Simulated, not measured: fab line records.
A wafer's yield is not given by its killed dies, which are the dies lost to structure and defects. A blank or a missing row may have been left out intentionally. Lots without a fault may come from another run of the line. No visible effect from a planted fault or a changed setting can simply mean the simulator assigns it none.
A lot that was struck, set against a sound lot | flow sky130 | 15 out of 708 route steps
Sound: wafers L651.1, L651.3, L651.6. Struck: wafers L645.2, L645.5, L645.6. The cause comes at the end.
For every step that has rows: the tool of each side, followed by ch and its chambers, followed by its first start. Under that, the readings that differ: sound wafers | struck wafers | difference of the means | sigmas: that difference in standard deviations of wafers without a fault.
alike: readings whose means differ by less than 2 such deviations, and words and numbers that are the same on both sides. not compared: withheld readings, readings that some wafer has no value for, bounds like >300 that may hide the same value, and numbers for which the record gives no deviation and whose values overlap.
The two part at a step that has a row with sigmas, a row that says differs or no value, or rows on one side only. Non-overlapping numbers with no deviation appear without sigmas and do not part them. A reading missing from all wafers of one side parts the sides only when that side holds two or more wafers.

first, 2 steps without rows for these wafers: SKY_POLY_GATE_CLEAN_19 (cleans in SC1/SC2, time 150 s); SKY_POLY_GATE_OXIDATION_20 (stabilise 600 s, purge 300 s, target thk 4 nm).
SKY_POLY_GATE_THK_MEAS_21:
  struck on film-metro-04, day 18 06:31; sound on film-metro-04, day 20 14:27
  alike: POLY_GATE_OXIDATION_THK
SKY_POLY_GATE_CD_MEAS_22:
  struck on cd-sem-01, day 18 06:36; sound on cd-sem-02, day 20 14:31
  alike: cd-nm
then, 7 steps without rows for these wafers: SKY_LDD_N_DEHYDRATE_00 (time 60 s); SKY_LDD_N_HMDS_01 (prime time 60 s); SKY_LDD_N_COAT_02 (resist thk 300 nm); SKY_LDD_N_SOFTBAKE_03 (time 60 s); SKY_LDD_N_EXPOSE_04 (exposes mask NTM, target cd 840 nm); SKY_LDD_N_PEB_05; SKY_LDD_N_DEVELOP_06 (develop time 60 s).
SKY_LDD_N_OVL_MEAS_07:
  struck on overlay-01, day 19 14:01; sound on overlay-01, day 21 20:56
  alike: LDD_N_OVL
SKY_LDD_N_IMPLANT_08:
  sound on implanter-02 ch 0, day 21 20:58; struck on implanter-01 ch 0, day 19 14:04
  reading                          | sound                      | struck                       | difference | sigmas
  beam-on-s (s)                    | 10.35 9.96 9.79            | 11.79 11.90 11.94            | +1.84      | +9
  end-station-pressure-torr (Torr) | 5.47e-06 5.21e-06 4.93e-06 | 9.05e-05 7.733e-05 8.804e-05 | +8.01e-05  | +99 or more
  faraday-current-uA               | 408 423 431                | 355 352 349                  | -69        | -8
then, 1 step without rows for these wafers: SKY_LDD_N_IMPLANT_09.
-- a jump in the record: the struck wafers' starts before and after are 27 days apart (it breaks off in module LDD_N and resumes in module PAD_OPEN, where the first step shown is number 708 of the route) --
SKY_PAD_OPEN_PROBE_99:
  struck on prober-02, day 46 23:44; sound on prober-02, day 48 13:07
  reading                     | sound             | struck          | difference | sigmas
  model.etest.tip-n.rs-ohm-sq | 441.9 439.2 439.2 | 434.2 431.9 433 | -7.1       |
  alike: killed_at_M0_to_M3, killed_at_M4_up, killed-at-contacts, killed-at-front-end, killed-at-other, killed-dies, killed-open, killed-short

== WHERE THEY PART ==
At SKY_LDD_N_IMPLANT_08 and nowhere else, as far as this record goes. Later steps at which nothing parts them and some readings are alike: SKY_PAD_OPEN_PROBE_99.

WHY: what had been put in by the simulator
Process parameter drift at SKY_LDD_N_IMPLANT_08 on implanter-01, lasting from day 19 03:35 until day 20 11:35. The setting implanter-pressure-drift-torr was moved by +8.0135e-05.
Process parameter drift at SKY_LDD_N_IMPLANT_08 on implanter-01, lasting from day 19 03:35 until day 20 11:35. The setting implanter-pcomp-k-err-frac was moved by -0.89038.
